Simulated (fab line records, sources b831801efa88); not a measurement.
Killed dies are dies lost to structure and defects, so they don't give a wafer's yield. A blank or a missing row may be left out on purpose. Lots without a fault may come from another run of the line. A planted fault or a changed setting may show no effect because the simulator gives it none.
Which tool did it? | flow sky130 | 10 lots, 30 wafers sampled, at 7 steps of a route of 708

WHAT THE GAUGES READ, wafer by wafer
SKY_RES_XHIGH_TW_MEAS_09. Usual: RES_XHIGH_TW 1640, standard deviation 8.6.
lot  | measured     | on            | RES_XHIGH_TW   | flag
L275 | day 26 23:20 | film_metro-02 | 1645 1640 1643 |
L278 | day 27 17:47 | film_metro-01 | 1651 1653 1648 |
L282 | day 29 02:40 | film_metro-02 | 1637 1635 1645 |
L281 | day 29 06:07 | film_metro-01 | 1639 1650 1638 |
L288 | day 31 10:32 | film_metro-01 | 1537 1541 1535 | OFF
L289 | day 31 13:40 | film_metro-02 | 1532 1537 1529 | OFF
L292 | day 32 07:26 | film_metro-02 | 1633 1632 1645 |
L293 | day 32 12:17 | film_metro-03 | 1636 1629 1635 |
L294 | day 33 14:08 | film_metro-01 | 1651 1651 1666 |
L296 | day 33 17:25 | film_metro-03 | 1631 1625 1633 |

SKY_SD_N_RS_MEAS_18: measures by four-point-probe. Usual: RES_XHIGH_RS 332.9 ohm/sq, standard deviation 1.2.
lot  | measured     | on            | RES_XHIGH_RS (ohm/sq) | flag
L275 | day 28 04:22 | film_metro-01 | 335.1 333.5 333.6     |
L278 | day 28 22:55 | film_metro-03 | 330.3 331.7 331.2     |
L282 | day 30 07:13 | film_metro-02 | 333.3 334.1 334.1     |
L281 | day 30 11:13 | film_metro-03 | 332.5 330.7 333.3     |
L288 | day 32 15:23 | film_metro-02 | 393.9 392.4 392.6     | OFF
L289 | day 32 18:18 | film_metro-03 | 392.3 391.9 393.8     | OFF
L292 | day 33 11:01 | film_metro-03 | 331.6 331.9 331.7     |
L293 | day 33 16:06 | film_metro-03 | 333.5 333.5 332.4     |
L294 | day 34 17:57 | film_metro-03 | 332.5 333.1 334.0     |
L296 | day 34 20:32 | film_metro-03 | 332.3 332.7 332.6     |

WHICH TOOL RAN EACH LOT (tool, then ch and the chambers of the sampled wafers, then the start)
lot  | SKY_LDD_HVP_STRIP_09                 | SKY_POLY_CUT_ETCH_10               | SKY_POLY_CUT_STRIP_12                | SKY_RES_XHIGH_IMPLANT_07        | SKY_RES_XHIGH_STRIP_08
L275 | plasma_asher-02 ch 0,1, day 21 21:25 | rie_diel-01 ch 0,2, day 24 12:22   | plasma_asher-02 ch 0,1, day 24 12:26 | implanter-01 ch 0, day 26 23:05 | plasma_asher-03 ch 0,1, day 26 23:14
L278 | plasma_asher-01 ch 0,1, day 22 17:10 | rie_diel-04 ch 0,1,3, day 25 07:05 | plasma_asher-02 ch 0,1, day 25 07:10 | implanter-01 ch 0, day 27 17:32 | plasma_asher-01 ch 0,1, day 27 17:41
L282 | plasma_asher-01 ch 0,1, day 24 04:10 | rie_diel-01 ch 0,1, day 26 18:13   | plasma_asher-01 ch 0,1, day 26 18:19 | implanter-03 ch 0, day 29 02:27 | plasma_asher-01 ch 0,1, day 29 02:35
L281 | plasma_asher-01 ch 0,1, day 24 05:55 | rie_diel-03 ch 0,3, day 26 21:13   | plasma_asher-01 ch 0,1, day 26 21:18 | implanter-01 ch 0, day 29 05:52 | plasma_asher-03 ch 0,1, day 29 06:01
L288 | plasma_asher-02 ch 0,1, day 26 14:07 | rie_diel-04 ch 0,1,3, day 29 02:55 | plasma_asher-04 ch 0,1, day 29 02:59 | implanter-01 ch 0, day 31 10:17 | plasma_asher-02 ch 0,1, day 31 10:26
L289 | plasma_asher-01 ch 0, day 26 15:50   | rie_diel-01 ch 0,3, day 29 04:49   | plasma_asher-01 ch 0,1, day 29 04:53 | implanter-01 ch 0, day 31 13:26 | plasma_asher-02 ch 0,1, day 31 13:33
L292 | plasma_asher-01 ch 0,1, day 27 13:58 | rie_diel-01 ch 0,1,3, day 30 00:11 | plasma_asher-01 ch 0,1, day 30 00:16 | implanter-02 ch 0, day 32 07:11 | plasma_asher-01 ch 0,1, day 32 07:20
L293 | plasma_asher-01 ch 0,1, day 27 18:43 | rie_diel-04 ch 0,1, day 30 04:58   | plasma_asher-02 ch 0,1, day 30 05:05 | implanter-03 ch 0, day 32 12:04 | plasma_asher-02 ch 0,1, day 32 12:12
L294 | plasma_asher-02 ch 0,1, day 28 20:50 | rie_diel-03 ch 1,2,3, day 31 07:11 | plasma_asher-02 ch 0,1, day 31 07:16 | implanter-03 ch 0, day 33 13:53 | plasma_asher-03 ch 0,1, day 33 14:02
L296 | plasma_asher-02 ch 0,1, day 28 22:20 | rie_diel-04 ch 1,2,3, day 31 10:10 | plasma_asher-01 ch 0,1, day 31 10:16 | implanter-02 ch 0, day 33 17:12 | plasma_asher-03 ch 0,1, day 33 17:20
- SKY_LDD_HVP_STRIP_09: strips in O2/N2.
- SKY_POLY_CUT_ETCH_10: etches BARC in N2/H2, stops on SiO2, time 45.9 s, target depth 60 nm.
- SKY_POLY_CUT_STRIP_12: strips in O2/N2.
- SKY_RES_XHIGH_IMPLANT_07
- SKY_RES_XHIGH_STRIP_08: strips in O2/N2.

WHAT THE TOOLS THEMSELVES READ (means of the sampled wafers that have a number; where no wafer has one, the mark that the record gives instead)
SKY_LDD_HVP_STRIP_09. Usual: drypump_motor_current_A 5.7 A, standard deviation 0.5; oes_product_au 0.408 a.u., standard deviation 0.0044; strip_time_to_endpoint_s 4.133 s, standard deviation 0.014.
lot  | tool            | drypump_motor_current_A (A) | oes_product_au (a.u.) | strip_time_to_endpoint_s (s) | flag
L275 | plasma_asher-02 | 5.5                         | 0.409                 | 4.149                        |
L278 | plasma_asher-01 | 6.3                         | 0.411                 | 4.123                        |
L282 | plasma_asher-01 | 6.2                         | 0.410                 | 4.137                        |
L281 | plasma_asher-01 | 6.2                         | 0.410                 | 4.141                        |
L288 | plasma_asher-02 | 5.5                         | 0.404                 | 4.108                        |
L289 | plasma_asher-01 | 6.5                         | 0.408                 | 4.115                        |
L292 | plasma_asher-01 | 6.4                         | 0.408                 | 4.120                        |
L293 | plasma_asher-01 | 6.2                         | 0.408                 | 4.147                        |
L294 | plasma_asher-02 | 5.5                         | 0.408                 | 4.121                        |
L296 | plasma_asher-02 | 5.4                         | 0.411                 | 4.131                        |

SKY_POLY_CUT_ETCH_10. Usual: drypump_motor_current_A 5.8 A, standard deviation 0.61; oes_product_au 0.855 a.u., standard deviation 0.0044; throttle_valve_pct 13.225 %, standard deviation 0.0088.
lot  | tool        | drypump_motor_current_A (A) | oes_product_au (a.u.) | throttle_valve_pct (%) | flag
L275 | rie_diel-01 | 6.2                         | 0.852                 | 13.235                 |
L278 | rie_diel-04 | 6.0                         | 0.851                 | 13.230                 |
L282 | rie_diel-01 | 6.5                         | 0.858                 | 13.227                 |
L281 | rie_diel-03 | 5.4                         | 0.854                 | 13.221                 |
L288 | rie_diel-04 | 6.0                         | 0.857                 | 13.216                 |
L289 | rie_diel-01 | 6.1                         | 0.856                 | 13.226                 |
L292 | rie_diel-01 | 6.0                         | 0.855                 | 13.229                 |
L293 | rie_diel-04 | 5.8                         | 0.854                 | 13.230                 |
L294 | rie_diel-03 | 5.6                         | 0.855                 | 13.228                 |
L296 | rie_diel-04 | 5.9                         | 0.852                 | 13.220                 |

SKY_POLY_CUT_STRIP_12. Usual: drypump_motor_current_A 5.8 A, standard deviation 0.51; oes_product_au 0.452 a.u., standard deviation 0.0044; strip_time_to_endpoint_s 5.355 s, standard deviation 0.017.
lot  | tool            | drypump_motor_current_A (A) | oes_product_au (a.u.) | strip_time_to_endpoint_s (s) | flag
L275 | plasma_asher-02 | 5.4                         | 0.448                 | 5.338                        |
L278 | plasma_asher-02 | 5.5                         | 0.451                 | 5.356                        |
L282 | plasma_asher-01 | 6.4                         | 0.450                 | 5.356                        |
L281 | plasma_asher-01 | 6.4                         | 0.453                 | 5.354                        |
L288 | plasma_asher-04 | 5.6                         | 0.456                 | 5.368                        |
L289 | plasma_asher-01 | 6.2                         | 0.447                 | 5.356                        |
L292 | plasma_asher-01 | 6.2                         | 0.449                 | 5.342                        |
L293 | plasma_asher-02 | 5.4                         | 0.458                 | 5.363                        |
L294 | plasma_asher-02 | 5.5                         | 0.449                 | 5.341                        |
L296 | plasma_asher-01 | 6.2                         | 0.448                 | 5.344                        |

SKY_RES_XHIGH_IMPLANT_07. Usual: beam_on_s 42.6 s, standard deviation 1.6; dose_ions_cm2 3.6e+14, standard deviation 4e+11; faraday_current_uA 477, standard deviation 19.
lot  | tool         | beam_on_s (s) | dose_ions_cm2 | faraday_current_uA | flag
L275 | implanter-01 | 40.7          | 3.6e+14       | 499                |
L278 | implanter-01 | 41.9          | 3.6e+14       | 484                |
L282 | implanter-03 | 43.1          | 3.6e+14       | 471                |
L281 | implanter-01 | 40.8          | 3.6e+14       | 497                |
L288 | implanter-01 | 33.3          | 3.6e+14       | 608                | OFF
L289 | implanter-01 | 32.7          | 3.6e+14       | 622                | OFF
L292 | implanter-02 | 44.4          | 3.6e+14       | 457                |
L293 | implanter-03 | 42.7          | 3.6e+14       | 475                |
L294 | implanter-03 | 42.7          | 3.6e+14       | 476                |
L296 | implanter-02 | 44.9          | 3.6e+14       | 452                |

SKY_RES_XHIGH_STRIP_08. Usual: drypump_motor_current_A 5.7 A, standard deviation 0.53; oes_product_au 0.711 a.u., standard deviation 0.0047; strip_time_to_endpoint_s 14.26 s, standard deviation 0.044.
lot  | tool            | drypump_motor_current_A (A) | oes_product_au (a.u.) | strip_time_to_endpoint_s (s) | flag
L275 | plasma_asher-03 | 5.6                         | 0.715                 | 14.20                        |
L278 | plasma_asher-01 | 6.4                         | 0.709                 | 14.23                        |
L282 | plasma_asher-01 | 6.4                         | 0.712                 | 14.27                        |
L281 | plasma_asher-03 | 5.6                         | 0.711                 | 14.26                        |
L288 | plasma_asher-02 | 5.5                         | 0.717                 | 14.09                        | OFF
L289 | plasma_asher-02 | 5.4                         | 0.719                 | 14.19                        |
L292 | plasma_asher-01 | 6.2                         | 0.711                 | 14.25                        |
L293 | plasma_asher-02 | 5.6                         | 0.714                 | 14.26                        |
L294 | plasma_asher-03 | 5.2                         | 0.709                 | 14.29                        |
L296 | plasma_asher-03 | 5.6                         | 0.710                 | 14.29                        |

THE ANSWER, worked out from the rows above alone
Rule: a lot is off if the mean of its wafers that have a number lies more than 3 standard deviations from the usual mean. A lot without any number at a reading at which 4 lots or more have one is off too. The other lots that the step has rows for count as sound. The gauges are gone through in route order, then the tools' own readings, and for those a lot's mean is taken as printed above. The first step at which some lot is off is used, and at that step the reading that is off furthest; a lot without a number counts as furthest.
Off: L288, L289, at SKY_RES_XHIGH_TW_MEAS_09 (RES_XHIGH_TW).
A tool fits if, at a process step before that reading, it ran every lot that is off, and no sound lot after the first of them. The gauges at SKY_RES_XHIGH_TW_MEAS_09 aren't tried: what is off there is off at SKY_RES_XHIGH_IMPLANT_07 too, on other tools, and a gauge's error can't cause that. One fits: implanter-01 at SKY_RES_XHIGH_IMPLANT_07. Its last sound lot is L281 (day 29 05:52), its first lot that is off L288 (day 31 10:17): a fault that began between those two fits.
The tool's own readings at SKY_RES_XHIGH_IMPLANT_07 bear it out: on the lots that are off they differ by more than 5 times the standard deviation of the sound lots' means. beam_on_s reads 33.0 s there against 42.6 s on the sound lots; faraday_current_uA reads 615 there against 476 on the sound lots.

WHAT THE SIMULATOR HAD PUT IN
Process parameter drift: implanter-01, from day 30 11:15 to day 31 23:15, at SKY_RES_XHIGH_IMPLANT_07. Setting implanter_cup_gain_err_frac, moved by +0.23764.
Lots struck among those shown: L288, L289. The rule above found the same.
